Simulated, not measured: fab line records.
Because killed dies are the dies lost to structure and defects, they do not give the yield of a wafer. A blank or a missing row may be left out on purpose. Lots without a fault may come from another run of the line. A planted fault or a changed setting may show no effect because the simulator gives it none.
fab line records | flow sky130
record: lots: 5 | wafers: 14 | last_day: 50
route steps=708 shown VT_ADJUST_HVTR@139 VT_ADJUST_PCH@143 SONOS_TUNNEL@154 SONOS_ONO@168 PAD_OPEN@708
lots untouched by any fault: they come from a run of this same line in which no faults occurred
start_h: hours from the record's opening day to when the first of the lot's shown wafers began | wait_h: time in hours since the lot's previous step | " the same as in the row above | L1.1+2: a row that stands for several wafers | - no value, or no start given | * or withheld: withheld | < > ~ a bound
route shown NAME@n: a module of which the file shows steps, and the number in the route of the first | usual: the fault-free wafers' mean and standard deviation | same: alike in all rows | chamber/n: place in a boat | sites: per-site readings | _std_site: how widely they spread, as a standard deviation | _edge_site: inner sites' mean taken away from outer sites' mean | radius_mm: how far each site lies from the wafer's centre | mask NAME#n: copy n | behind: the tool/chamber that last shaped the wafer | hold: reason for holding the lot/hours on hold/outcome of the hold | device: transistor that didn't switch, given as n, p or np | end of line: at the end of the route, the tests of the same wafers | a step without rows: its recipe alone | killed: not the wafer's yield, but the dies lost to structure and defects at the first sort | map: per-die view of a wafer (x killed, . not killed, _ where there is no die)
set.NAME: the run value of the setting; set.NAME@STEP: its run value at that earlier step | model.NAME: the simulator's own value behind a step, which no gauge read
lots seen at some steps along the route; tables by step, rows by wafer
services: the hour from which a tool's chamber was out of use, counted from the record's first day as start_h (under 0 if before that day), plus the number of hours and why
== steps ==
step: SKY_VT_ADJUST_HVTR_OVL_MEAS_08
usual: VT_ADJUST_HVTR_OVL: -0.9/1.4
lot.wafer | tool       | chamber | start_h | wait_h | VT_ADJUST_HVTR_OVL[nm]
L927.1    | overlay-02 | -       | 229.25  | 0.1    | 2.4
L927.5    | "          | -       | "       | "      | -2.4
L935.1    | overlay-01 | -       | 287.17  | 0.1    | -2.7
L935.2    | "          | -       | "       | "      | -1.5
L935.5    | "          | -       | "       | "      | -2.3
L938.1    | overlay-02 | -       | 311.05  | 0.1    | -0.6
L938.2    | "          | -       | "       | "      | 2.4
L938.4    | "          | -       | "       | "      | 0.9
L945.1    | overlay-01 | -       | 367.26  | 0.1    | 3.0
L945.4    | "          | -       | "       | "      | 1.9
L945.5    | "          | -       | "       | "      | 1.4
L946.4    | overlay-02 | -       | 369.96  | 0.1    | -0.8
L946.5    | "          | -       | "       | "      | -3.1
L946.6    | "          | -       | "       | "      | 0.2
step: SKY_VT_ADJUST_HVTR_IMPLANT_09
recipe: species: B | energy_kev: 10 | dose_cm2: 2.1e+12 | tilt_deg: withheld
step: SKY_VT_ADJUST_HVTR_STRIP_10
recipe: chemistry: O2/N2 | power_w: 1400 | pressure_mtorr: 1500 | platen_temp_c: withheld | o2_flow_sccm: 3000 | n2_flow_sccm: 300 | overash_fraction: 0.5
usual: drypump_motor_current_A: 5.7/0.6 | n2_flow_sccm: 299.9/0.99 | oes_product_au: 0.716/0.0049 | strip_time_to_endpoint_s: 14.19/0.035
lot.wafer | tool            | chamber | start_h | wait_h | drypump_motor_current_A | n2_flow_sccm | oes_product_au | rf_hours_counter_h | strip_time_to_endpoint_s
L927.1    | plasma_asher-04 | 0       | 229.43  | 0.1    | 6.4                     | 299.8        | 0.709          | 41                 | 14.25
L927.5    | "               | 1       | "       | "      | 5.5                     | 301.7        | 0.717          | -                  | 14.20
L935.1    | plasma_asher-01 | 0       | 287.35  | 0.1    | 5.0                     | 301.5        | 0.705          | 61                 | 14.14
L935.2    | "               | 1       | "       | "      | 6.4                     | 300.6        | 0.707          | 61                 | 14.11
L935.5    | "               | 0       | "       | "      | 5.0                     | 298.4        | 0.709          | -                  | 14.14
L938.1    | plasma_asher-01 | 0       | 311.24  | 0.1    | 5.0                     | 298.9        | 0.717          | 63                 | 14.15
L938.2    | "               | 1       | "       | "      | 6.4                     | 300.9        | 0.719          | 63                 | 14.17
L938.4    | "               | 0       | "       | "      | 5.0                     | 298.9        | 0.721          | -                  | 14.18
L945.1    | plasma_asher-02 | 1       | 367.45  | 0.1    | 5.8                     | 299.9        | 0.718          | 24                 | 14.15
L945.4    | "               | 0       | "       | "      | 5.1                     | 298.6        | 0.713          | -                  | 14.17
L945.5    | "               | 0       | "       | "      | 5.1                     | 298.3        | 0.721          | -                  | 14.15
L946.4    | plasma_asher-02 | 1       | 370.16  | 0.1    | 5.8                     | 302.3        | 0.713          | -                  | 14.19
L946.5    | "               | 1       | "       | "      | 5.8                     | 302.0        | 0.713          | -                  | 14.20
L946.6    | "               | 0       | "       | "      | 5.1                     | 298.3        | 0.704          | -                  | 14.24
step: SKY_VT_ADJUST_HVTR_TW_MEAS_11
usual: VT_ADJUST_HVTR_TW: 210.0/1.9
lot.wafer | tool          | chamber | start_h | wait_h | VT_ADJUST_HVTR_TW
L927.1    | film_metro-04 | -       | 229.53  | 0.1    | 209.1
L927.5    | "             | -       | "       | "      | 208.8
L935.1    | film_metro-03 | -       | 287.45  | 0.1    | 209.5
L935.2    | "             | -       | "       | "      | 210.9
L935.5    | "             | -       | "       | "      | 210.1
L938.1    | film_metro-03 | -       | 311.34  | 0.1    | 208.4
L938.2    | "             | -       | "       | "      | 209.6
L938.4    | "             | -       | "       | "      | 210.5
L945.1    | film_metro-04 | -       | 367.55  | 0.1    | 209.7
L945.4    | "             | -       | "       | "      | 210.3
L945.5    | "             | -       | "       | "      | 208.5
L946.4    | film_metro-03 | -       | 370.26  | 0.1    | 207.9
L946.5    | "             | -       | "       | "      | 208.7
L946.6    | "             | -       | "       | "      | 208.9
step: SKY_VT_ADJUST_PCH_DEHYDRATE_00
recipe: temp_c: 200 | time_s: 60
step: SKY_VT_ADJUST_PCH_HMDS_01
recipe: prime_time_s: 60 | prime_temp_c: 120
step: SKY_VT_ADJUST_PCH_COAT_02
recipe: spin_rpm: 2000 | resist_thk_nm: 3000
step: SKY_VT_ADJUST_PCH_SOFTBAKE_03
recipe: temp_c: 110 | time_s: withheld
step: SKY_VT_ADJUST_PCH_EXPOSE_04
recipe: mask_id: NWM | na: 0.6 | source_shape: conventional | sigma_outer: 0.6 | polarization: unpolarized | target_cd_nm: 840 | dose_mj: 255
step: SKY_VT_ADJUST_PCH_PEB_05
recipe: temp_c: 115 | time_s: withheld
step: SKY_VT_ADJUST_PCH_DEVELOP_06
recipe: wall_angle_deg: 90 | developer: TMAH | develop_time_s: 60 | dev_temp_c: 23
step: SKY_VT_ADJUST_PCH_OVL_MEAS_07
usual: VT_ADJUST_PCH_OVL: -0.4/1.6
lot.wafer | tool       | chamber | start_h | wait_h | VT_ADJUST_PCH_OVL[nm]
L927.1    | overlay-02 | -       | 252.84  | -      | -0.8
L927.5    | "          | -       | "       | "      | -2.2
L935.1    | overlay-02 | -       | 308.70  | -      | -1.8
L935.2    | "          | -       | "       | "      | -1.5
L935.5    | "          | -       | "       | "      | -1.7
L938.1    | overlay-01 | -       | 338.20  | -      | -1.9
L938.2    | "          | -       | "       | "      | -0.9
L938.4    | "          | -       | "       | "      | -0.5
L945.1    | overlay-02 | -       | 394.99  | -      | -1.1
L945.4    | "          | -       | "       | "      | -3.4
L945.5    | "          | -       | "       | "      | -1.6
L946.4    | overlay-01 | -       | 398.27  | -      | 0.3
L946.5    | "          | -       | "       | "      | -0.9
L946.6    | "          | -       | "       | "      | -0.2
step: SKY_VT_ADJUST_PCH_IMPLANT_08
recipe: species: B | energy_kev: 10 | dose_cm2: 5e+11 | tilt_deg: withheld
usual: end_station_pressure_torr: 4.98e-06/2.5e-07
lot.wafer | tool         | chamber | start_h | wait_h | end_station_pressure_torr
L927.1    | implanter-03 | 0       | 252.88  | 0.0    | 5.06e-06
L927.5    | "            | 0       | "       | "      | 4.66e-06
L935.1    | implanter-01 | 0       | 308.74  | 0.0    | 5.03e-06
L935.2    | "            | 0       | "       | "      | 5.01e-06
L935.5    | "            | 0       | "       | "      | 5.33e-06
L938.1    | implanter-01 | 0       | 338.24  | 0.0    | 5.11e-06
L938.2    | "            | 0       | "       | "      | 5.33e-06
L938.4    | "            | 0       | "       | "      | 5.16e-06
L945.1    | implanter-03 | 0       | 395.03  | 0.0    | 4.91e-06
L945.4    | "            | 0       | "       | "      | 4.8e-06
L945.5    | "            | 0       | "       | "      | 5.25e-06
L946.4    | implanter-03 | 0       | 398.36  | 0.1    | 4.56e-06
L946.5    | "            | 0       | "       | "      | 4.79e-06
L946.6    | "            | 0       | "       | "      | 4.8e-06
step: SKY_VT_ADJUST_PCH_STRIP_09
recipe: chemistry: O2/N2 | power_w: 1400 | pressure_mtorr: 1500 | platen_temp_c: withheld | o2_flow_sccm: 3000 | n2_flow_sccm: 300 | overash_fraction: 0.5
usual: drypump_motor_current_A: 5.6/0.5 | n2_flow_sccm: 299.9/0.93 | oes_product_au: 0.723/0.0046 | strip_time_to_endpoint_s: 36.93/0.088
lot.wafer | tool            | chamber | start_h | wait_h | drypump_motor_current_A | n2_flow_sccm | oes_product_au | rf_hours_counter_h | strip_time_to_endpoint_s
L927.1    | plasma_asher-03 | 1       | 253.03  | 0.1    | 5.8                     | 300.2        | 0.730          | 57                 | 37.06
L927.5    | "               | 1       | "       | "      | 5.9                     | 300.2        | 0.720          | -                  | 36.93
L935.1    | plasma_asher-02 | 0       | 308.89  | 0.1    | 5.1                     | 298.3        | 0.717          | 18                 | 36.88
L935.2    | "               | 1       | "       | "      | 5.8                     | 299.7        | 0.726          | 18                 | 36.99
L935.5    | "               | 0       | "       | "      | 5.1                     | 298.9        | 0.714          | -                  | 36.88
L938.1    | plasma_asher-02 | 0       | 338.39  | 0.1    | 5.1                     | 298.6        | 0.723          | 21                 | 36.87
L938.2    | "               | 1       | "       | "      | 5.7                     | 299.1        | 0.729          | 21                 | 36.83
L938.4    | "               | 1       | "       | "      | 5.8                     | 299.7        | 0.727          | -                  | 36.88
L945.1    | plasma_asher-01 | 0       | 395.18  | 0.1    | 4.9                     | 300.1        | 0.715          | 72                 | 36.76
L945.4    | "               | 1       | "       | "      | 6.3                     | 300.7        | 0.734          | -                  | 36.92
L945.5    | "               | 0       | "       | "      | 4.9                     | 301.3        | 0.717          | -                  | 36.87
L946.4    | plasma_asher-01 | 0       | 398.47  | 0.1    | 5.0                     | 299.9        | 0.720          | -                  | 36.89
L946.5    | "               | 1       | "       | "      | 6.3                     | 299.5        | 0.729          | -                  | 36.97
L946.6    | "               | 0       | "       | "      | 4.9                     | 300.4        | 0.719          | -                  | 36.90
step: SKY_VT_ADJUST_PCH_TW_MEAS_10
usual: VT_ADJUST_PCH_TW: 142.9/1.1
lot.wafer | tool          | chamber | start_h | wait_h | VT_ADJUST_PCH_TW
L927.1    | film_metro-01 | -       | 253.13  | 0.1    | 141.4
L927.5    | "             | -       | "       | "      | 140.8
L935.1    | film_metro-03 | -       | 308.99  | 0.1    | 141.6
L935.2    | "             | -       | "       | "      | 141.3
L935.5    | "             | -       | "       | "      | 141.3
L938.1    | film_metro-02 | -       | 338.49  | 0.1    | 142.7
L938.2    | "             | -       | "       | "      | 142.4
L938.4    | "             | -       | "       | "      | 143.4
L945.1    | film_metro-02 | -       | 395.28  | 0.1    | 144.8
L945.4    | "             | -       | "       | "      | 144.1
L945.5    | "             | -       | "       | "      | 143.2
L946.4    | film_metro-01 | -       | 398.57  | 0.1    | 142.9
L946.5    | "             | -       | "       | "      | 143.1
L946.6    | "             | -       | "       | "      | 143.2
step: SKY_SONOS_TUNNEL_DEHYDRATE_00
recipe: temp_c: 200 | time_s: 60
step: SKY_SONOS_TUNNEL_HMDS_01
recipe: prime_time_s: 60 | prime_temp_c: 120
step: SKY_SONOS_TUNNEL_COAT_02
recipe: resist: NOVOLAK | spin_rpm: 3000 | resist_thk_nm: 1140
step: SKY_SONOS_TUNNEL_SOFTBAKE_03
recipe: temp_c: 90 | time_s: 60 | resist: NOVOLAK
step: SKY_SONOS_TUNNEL_EXPOSE_04
recipe: mask_id: TUNM | na: 0.6 | source_shape: conventional | sigma_outer: 0.6 | polarization: unpolarized | target_cd_nm: 410 | dose_mj: 136
step: SKY_SONOS_TUNNEL_PEB_05
recipe: temp_c: withheld | time_s: * | resist: NOVOLAK
step: SKY_SONOS_TUNNEL_DEVELOP_06
recipe: resist: NOVOLAK | developer: TMAH | develop_time_s: 60 | dev_temp_c: 23
step: SKY_SONOS_TUNNEL_CD_MEAS_07
recipe: target_cd_nm: 410
usual: cd_nm: 410.5/2.2
lot.wafer | tool      | chamber | start_h | wait_h | cd_nm
L927.1    | cd_sem-02 | -       | 276.78  | 0.1    | 409.1
L927.5    | "         | -       | "       | "      | 410.0
L935.1    | cd_sem-01 | -       | 335.47  | 0.1    | 410.4
L935.2    | "         | -       | "       | "      | 409.7
L935.5    | "         | -       | "       | "      | 408.4
L938.1    | cd_sem-01 | -       | 365.12  | 0.1    | 413.7
L938.2    | "         | -       | "       | "      | 412.3
L938.4    | "         | -       | "       | "      | 411.7
L945.1    | cd_sem-01 | -       | 424.47  | 0.1    | 413.3
L945.4    | "         | -       | "       | "      | 412.6
L945.5    | "         | -       | "       | "      | 413.4
L946.4    | cd_sem-02 | -       | 427.43  | 0.1    | 408.5
L946.5    | "         | -       | "       | "      | 407.7
L946.6    | "         | -       | "       | "      | 408.7
step: SKY_SONOS_TUNNEL_OVL_MEAS_08
usual: SONOS_TUNNEL_OVL: -1.1/1.3
lot.wafer | tool       | chamber | start_h | wait_h | SONOS_TUNNEL_OVL[nm]
L927.1    | overlay-01 | -       | 276.90  | 0.1    | -2.2
L927.5    | "          | -       | "       | "      | -2.0
L935.1    | overlay-02 | -       | 335.59  | 0.1    | -0.7
L935.2    | "          | -       | "       | "      | 0.3
L935.5    | "          | -       | "       | "      | -0.8
L938.1    | overlay-01 | -       | 365.24  | 0.1    | -0.4
L938.2    | "          | -       | "       | "      | -1.2
L938.4    | "          | -       | "       | "      | -2.0
L945.1    | overlay-01 | -       | 424.59  | 0.1    | 1.1
L945.4    | "          | -       | "       | "      | 0.0
L945.5    | "          | -       | "       | "      | -0.8
L946.4    | overlay-02 | -       | 427.51  | 0.1    | -1.0
L946.5    | "          | -       | "       | "      | -1.1
L946.6    | "          | -       | "       | "      | -1.3
step: SKY_SONOS_TUNNEL_IMPLANT_09
recipe: species: B | energy_kev: 20 | dose_cm2: 1e+12 | tilt_deg: withheld
step: SKY_SONOS_TUNNEL_WET_ETCH_10
recipe: chemistry: dHF | target_depth_nm: 14 | target: SiO2 | dilution: 100:1 | temp_c: 25 | time_s: 280
step: SKY_SONOS_TUNNEL_STRIP_11
recipe: chemistry: SPM | time_s: 600 | temp_c: 130
step: SKY_SONOS_TUNNEL_TW_MEAS_12
usual: SONOS_TUNNEL_TW: 195.6/1.4
lot.wafer | tool          | chamber | start_h | wait_h | SONOS_TUNNEL_TW
L927.1    | film_metro-04 | -       | 277.56  | 0.0    | 195.3
L927.5    | "             | -       | "       | "      | 195.0
L935.1    | film_metro-04 | -       | 336.06  | 0.0    | 195.1
L935.2    | "             | -       | "       | "      | 193.8
L935.5    | "             | -       | "       | "      | 193.3
L938.1    | film_metro-04 | -       | 365.69  | 0.0    | 195.8
L938.2    | "             | -       | "       | "      | 195.5
L938.4    | "             | -       | "       | "      | 196.2
L945.1    | film_metro-02 | -       | 425.05  | 0.0    | 197.1
L945.4    | "             | -       | "       | "      | 197.6
L945.5    | "             | -       | "       | "      | 197.8
L946.4    | film_metro-03 | -       | 427.97  | 0.0    | 195.5
L946.5    | "             | -       | "       | "      | 195.9
L946.6    | "             | -       | "       | "      | 195.9
step: SKY_SONOS_TUNNEL_CLEAN_13
recipe: chemistry: dHF | time_s: 20 | dilution: 100:1 | dry: ipa_marangoni
step: SKY_SONOS_ONO_OXIDATION_00
recipe: temp_c: 800 | ambient: O2 | idle_temp_c: 700 | ramp_up_c_per_min: 10 | ramp_down_c_per_min: 3 | stabilise_s: 600 | purge_s: 300 | target_thk_a: 26 | ox_time_s: 1249
step: SKY_SONOS_ONO_THK_MEAS_01
recipe: reads: SiO2_of_SONOS_ONO_OXIDATION_00
usual: SONOS_ONO_OXIDATION_THK: 2.60/0.059
lot.wafer | tool          | chamber | start_h | wait_h | SONOS_ONO_OXIDATION_THK[nm]
L927.1    | film_metro-04 | -       | 279.32  | 0.0    | 2.67
L927.5    | "             | -       | "       | "      | 2.57
L935.1    | film_metro-01 | -       | 338.23  | 0.0    | 2.69
L935.2    | "             | -       | "       | "      | 2.64
L935.5    | "             | -       | "       | "      | 2.64
L938.1    | film_metro-04 | -       | 370.40  | 0.0    | 2.60
L938.2    | "             | -       | "       | "      | 2.56
L938.4    | "             | -       | "       | "      | 2.59
L945.1    | film_metro-01 | -       | 430.95  | 0.0    | 2.63
L945.4    | "             | -       | "       | "      | 2.76
L945.5    | "             | -       | "       | "      | 2.70
L946.4    | film_metro-04 | -       | 430.98  | 0.0    | 2.58
L946.5    | "             | -       | "       | "      | 2.60
L946.6    | "             | -       | "       | "      | 2.53
step: SKY_SONOS_ONO_CVD_02
recipe: material: Si3N4 | precursor: DCS/NH3 | target_thk_nm: 10.5 | temp_c: 770 | time_s: 180 | pressure_mtorr: 250
step: SKY_SONOS_ONO_THK_MEAS_03
recipe: reads: Si3N4_of_SONOS_ONO_CVD_02
usual: SONOS_ONO_CVD_02_THK: 10.54/0.16
lot.wafer | tool          | chamber | start_h | wait_h | SONOS_ONO_CVD_02_THK[nm]
L927.1    | film_metro-02 | -       | 304.18  | 0.1    | 10.65
L927.5    | "             | -       | "       | "      | 10.49
L935.1    | film_metro-02 | -       | 341.06  | 0.0    | 10.33
L935.2    | "             | -       | "       | "      | 10.41
L935.5    | "             | -       | "       | "      | 10.39
L938.1    | film_metro-04 | -       | 371.76  | 0.0    | 10.35
L938.2    | "             | -       | "       | "      | 10.42
L938.4    | "             | -       | "       | "      | 10.30
L945.1    | film_metro-02 | -       | 433.38  | 0.0    | 10.45
L945.4    | "             | -       | "       | "      | 10.47
L945.5    | "             | -       | "       | "      | 10.45
L946.4    | film_metro-01 | -       | 433.41  | 0.0    | 10.28
L946.5    | "             | -       | "       | "      | 10.37
L946.6    | "             | -       | "       | "      | 10.33
step: SKY_SONOS_ONO_CVD_04
recipe: material: SiO2 | precursor: SiH4/N2O | target_thk_nm: 5.7199 | temp_c: 900 | pressure_mtorr: 400
step: SKY_SONOS_ONO_THK_MEAS_05
recipe: reads: SiO2_of_SONOS_ONO_CVD_04
usual: SONOS_ONO_CVD_04_THK: 5.72/0.12
lot.wafer | tool          | chamber | start_h | wait_h | SONOS_ONO_CVD_04_THK[nm]
L927.1    | film_metro-02 | -       | 306.68  | 0.0    | 5.60
L927.5    | "             | -       | "       | "      | 5.48
L935.1    | film_metro-02 | -       | 342.37  | 0.0    | 5.68
L935.2    | "             | -       | "       | "      | 5.57
L935.5    | "             | -       | "       | "      | 5.63
L938.1    | film_metro-04 | -       | 373.07  | 0.0    | 5.73
L938.2    | "             | -       | "       | "      | 5.67
L938.4    | "             | -       | "       | "      | 5.84
L945.1    | film_metro-02 | -       | 434.69  | 0.0    | 5.68
L945.4    | "             | -       | "       | "      | 5.66
L945.5    | "             | -       | "       | "      | 5.72
L946.4    | film_metro-01 | -       | 434.72  | 0.0    | 5.87
L946.5    | "             | -       | "       | "      | 5.81
L946.6    | "             | -       | "       | "      | 5.79
step: SKY_SONOS_ONO_DEHYDRATE_06
recipe: temp_c: 200 | time_s: 60
step: SKY_SONOS_ONO_HMDS_07
recipe: prime_time_s: 60 | prime_temp_c: 120
step: SKY_SONOS_ONO_COAT_08
recipe: resist: NOVOLAK | spin_rpm: 3000 | resist_thk_nm: 1140
step: SKY_SONOS_ONO_SOFTBAKE_09
recipe: temp_c: 90 | time_s: 60 | resist: NOVOLAK
step: SKY_SONOS_ONO_EXPOSE_10
recipe: mask_id: ONOM | target_cd_nm: 410 | na: 0.6 | source_shape: conventional | sigma_outer: 0.6 | dose_mj: 150
step: SKY_SONOS_ONO_PEB_11
recipe: temp_c: withheld | time_s: * | resist: NOVOLAK
step: SKY_SONOS_ONO_DEVELOP_12
recipe: develop_time_s: 60 | dev_temp_c: 23
step: SKY_PAD_OPEN_PROBE_99
usual: killed_at_M0_to_M3: 43/7 | killed_at_M4_up: 3.4/1.9 | killed_at_contacts: 24/5.4 | killed_at_front_end: 15/4.4 | killed_at_other: 0.4/0.63 | killed_dies: 86/9.1 | killed_open: 46/6.6 | killed_short: 39/6.6
same: gross_dies: 492 | killed_at_back_side: 0
lot.wafer | tool      | chamber | start_h | wait_h | hold                     | killed_at_M0_to_M3 | killed_at_M4_up | killed_at_contacts | killed_at_front_end | killed_at_other | killed_dies | killed_open | killed_short
L927.1    | prober-01 | -       | 1117.54 | 0.1    | await_dispo/2.5h/release | 30                 | 2               | 19                 | 14                  | 0               | 65          | 31          | 34
L927.5    | prober-01 | -       | 1117.74 | 0.2    | await_dispo/2.5h/release | 31                 | 2               | 22                 | 13                  | 0               | 68          | 39          | 29
L935.1    | prober-01 | -       | 1143.02 | 0.1    | -                        | 37                 | 5               | 23                 | 18                  | 0               | 83          | 45          | 38
L935.2    | prober-01 | -       | 1143.07 | 0.1    | -                        | 35                 | 5               | 20                 | 17                  | 1               | 78          | 34          | 44
L935.5    | prober-01 | -       | 1143.22 | 0.2    | -                        | 42                 | 2               | 19                 | 16                  | 0               | 79          | 35          | 44
L938.1    | prober-02 | -       | 1163.35 | 0.1    | -                        | 49                 | 5               | 23                 | 19                  | 0               | 96          | 49          | 47
L938.2    | prober-02 | -       | 1163.40 | 0.1    | -                        | 45                 | 1               | 30                 | 13                  | 4               | 93          | 47          | 42
L938.4    | prober-02 | -       | 1163.50 | 0.2    | -                        | 47                 | 3               | 13                 | 14                  | 0               | 77          | 40          | 37
L945.1    | prober-01 | -       | 1194.87 | 0.1    | -                        | 42                 | 6               | 29                 | 16                  | 1               | 94          | 42          | 52
L945.4    | prober-01 | -       | 1195.02 | 0.2    | -                        | 37                 | 5               | 16                 | 19                  | 0               | 77          | 38          | 39
L945.5    | prober-01 | -       | 1195.07 | 0.2    | -                        | 33                 | 2               | 34                 | 18                  | 0               | 87          | 47          | 40
L946.4    | prober-02 | -       | 1201.17 | 0.2    | -                        | 47                 | 7               | 23                 | 16                  | 1               | 94          | 44          | 49
L946.5    | prober-02 | -       | 1201.22 | 0.2    | -                        | 44                 | 1               | 30                 | 15                  | 1               | 91          | 52          | 39
L946.6    | prober-02 | -       | 1201.27 | 0.2    | -                        | 45                 | 8               | 30                 | 17                  | 1               | 101         | 52          | 48
killed by level:class
L927.1 VIA1:geometric_particle:open=9 CONTACT:geometric_particle:open=7 POLY_GATE:geometric_particle:short=5 METAL2:geometric_particle:short=5 LI_CONTACT:geometric_particle:open=4 VIA1:geometric_particle:short=4 FIELD_ISO:geometric_particle:short=3 LOCAL_INTERCONNECT:geometric_particle:short=3
L927.5 CONTACT:geometric_particle:open=10 VIA2:geometric_particle:open=8 LI_CONTACT:geometric_particle:open=6 METAL2:geometric_particle:short=5 LOCAL_INTERCONNECT:geometric_particle:short=5 FIELD_ISO:geometric_particle:short=4 VIA1:geometric_particle:open=4 POLY_GATE:geometric_particle:open=3
L935.1 VIA1:geometric_particle:open=13 CONTACT:geometric_particle:open=8 POLY_GATE:geometric_particle:short=5 LOCAL_INTERCONNECT:geometric_particle:short=5 CONTACT:geometric_particle:short=5 METAL1:geometric_particle:short=5 FIELD_ISO:geometric_particle:open=4 VIA3:geometric_particle:open=4
L935.2 FIELD_ISO:geometric_particle:short=8 VIA1:geometric_particle:open=8 VIA1:geometric_particle:short=7 VIA2:geometric_particle:open=6 LI_CONTACT:geometric_particle:open=6 CONTACT:geometric_particle:open=5 LI_CONTACT:geometric_particle:short=4 METAL1:geometric_particle:short=4
L935.5 VIA3:geometric_particle:open=10 METAL2:geometric_particle:short=8 CONTACT:geometric_particle:open=7 METAL1:geometric_particle:short=7 POLY_GATE:geometric_particle:short=5 CONTACT:geometric_particle:short=5 VIA1:geometric_particle:open=5 FIELD_ISO:geometric_particle:short=4
L938.1 VIA1:geometric_particle:open=13 CONTACT:geometric_particle:open=7 VIA2:geometric_particle:open=7 FIELD_ISO:geometric_particle:short=6 LOCAL_INTERCONNECT:geometric_particle:short=6 METAL1:geometric_particle:short=6 METAL2:geometric_particle:short=5 METAL3:geometric_particle:short=5
L938.2 LI_CONTACT:geometric_particle:open=13 VIA1:geometric_particle:open=10 VIA1:geometric_particle:short=6 CONTACT:geometric_particle:open=6 VIA2:geometric_particle:open=6 CONTACT:geometric_particle:short=5 METAL2:geometric_particle:short=5 METAL1:geometric_particle:short=5
L938.4 VIA1:geometric_particle:open=9 VIA2:geometric_particle:open=9 METAL2:geometric_particle:short=7 METAL1:geometric_particle:short=7 VIA3:geometric_particle:open=6 FIELD_ISO:geometric_particle:open=4 FIELD_ISO:geometric_particle:short=4 LOCAL_INTERCONNECT:geometric_particle:short=4
L945.1 VIA1:geometric_particle:open=15 CONTACT:geometric_particle:short=8 METAL2:geometric_particle:short=7 VIA1:geometric_particle:short=7 POLY_GATE:geometric_particle:short=6 LOCAL_INTERCONNECT:geometric_particle:short=6 METAL4:geometric_particle:short=6 LI_CONTACT:geometric_particle:open=5
L945.4 CONTACT:geometric_particle:open=8 VIA1:geometric_particle:open=7 FIELD_ISO:geometric_particle:short=6 VIA3:geometric_particle:open=6 VIA1:geometric_particle:short=6 LI_CONTACT:geometric_particle:open=5 METAL4:geometric_particle:short=5 METAL1:geometric_particle:short=4
L945.5 CONTACT:geometric_particle:open=14 LI_CONTACT:geometric_particle:open=7 POLY_GATE:geometric_particle:open=6 METAL2:geometric_particle:short=6 VIA2:geometric_particle:open=6 LI_CONTACT:geometric_particle:short=5 METAL1:geometric_particle:short=5 LOCAL_INTERCONNECT:geometric_particle:short=5
L946.4 CONTACT:geometric_particle:open=10 VIA1:geometric_particle:open=7 LI_CONTACT:geometric_particle:open=6 METAL2:geometric_particle:short=6 VIA2:geometric_particle:short=6 METAL4:geometric_particle:short=6 FIELD_ISO:geometric_particle:short=5 METAL1:geometric_particle:short=5
L946.5 LI_CONTACT:geometric_particle:open=11 VIA1:geometric_particle:open=10 CONTACT:geometric_particle:open=7 LOCAL_INTERCONNECT:geometric_particle:short=7 METAL1:geometric_particle:short=7 VIA3:geometric_particle:open=6 FIELD_ISO:geometric_particle:short=5 VIA1:geometric_particle:short=5
L946.6 VIA1:geometric_particle:open=12 CONTACT:geometric_particle:short=11 CONTACT:geometric_particle:open=9 VIA3:geometric_particle:open=7 METAL1:geometric_particle:short=6 POLY_GATE:geometric_particle:open=5 VIA1:geometric_particle:short=5 METAL4:geometric_particle:short=5
map L927.5 (x killed, . not)
__________...x.x...x_________
________.......x......_______
______......x..........._____
_____..............x.....____
____.........x............___
___..........x.............__
__x....xx..........x..xxx..._
_x...x...x.......x..x..x.....
_x......................x....
_......x...x.x.....x.....x...
_....x........x.......xxxx...
_.......x........x...........
_...x........xx.........x.x..
_..x.....................x.xx
_.......xx.....xx............
__x.......x.x.........x.x..._
___........x.........xx.x..__
____..x........x......x...___
_____....................____
______...x....x.x......._____
________.........x...._______
__________.x...x..x._________
map L945.1 (x killed, . not)
__________....x....._________
________.....x.....x.._______
______.x.....xx........._____
_____..xx........xxx....x____
____x..x....x...........xx___
___x...x............x....x.__
__x..x.x....x......xx......._
_.x.x......x........xx....xx.
_.......xx...................
_.x......x..x......x.....x..x
_x.x....x....x.....x.....xx..
_x.xx.........x.....xx.......
_x..........x.......xx.......
_x.xxx...............x..xx...
_......x....x..........xx....
__x..................x......_
___.x....x..xxx..x......xx.__
____.....x.xxx..x.x.x...x.___
_____.......x........x...____
______............xx..x._____
________.............._______
__________.....x...._________
== services ==
tool            | chamber | start_h | hours | kind
plasma_asher-03 | -       | 230.29  | 2.3   | repair
implanter-01    | -       | 236.72  | 6.0   | pm
implanter-03    | -       | 250.23  | 1.3   | repair
plasma_asher-03 | -       | 258.05  | 1.7   | repair
plasma_asher-04 | -       | 311.37  | 15.6  | pm
implanter-01    | -       | 325.81  | 1.2   | repair
plasma_asher-02 | -       | 347.39  | 0.9   | repair
plasma_asher-02 | -       | 350.72  | 3.0   | repair
implanter-03    | -       | 362.13  | 0.9   | repair
plasma_asher-04 | -       | 365.08  | 2.8   | pm
implanter-01    | -       | 385.37  | 2.5   | pm
== key ==
first_sign: step: SKY_PAD_OPEN_PROBE_99 | reading: hold | direction: added
effect none on later readings
met_at SKY_VT_ADJUST_PCH_IMPLANT_08
struck_wafers L927.1,L927.5
tester_left_out L927
also_fits SKY_VT_ADJUST_HVTR_STRIP_10:plasma_asher-04,SKY_VT_ADJUST_PCH_STRIP_09:plasma_asher-03
fault: kind: process_parameter_drift | tool: implanter-03 | chamber: - | onset_h: 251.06 | steps: SKY_VT_ADJUST_PCH_IMPLANT_08 | channel: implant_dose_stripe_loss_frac | offset: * | shape: step | end_h: 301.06 | scope: struck_wafers_only
tester_left_out: of these lots the tester's yield and bins aren't shown, on N5 and GAA mostly nor the transistor test; their killed dies are dies lost to structure and defects alone, not to doping, threshold or leakage, so they don't give the yield
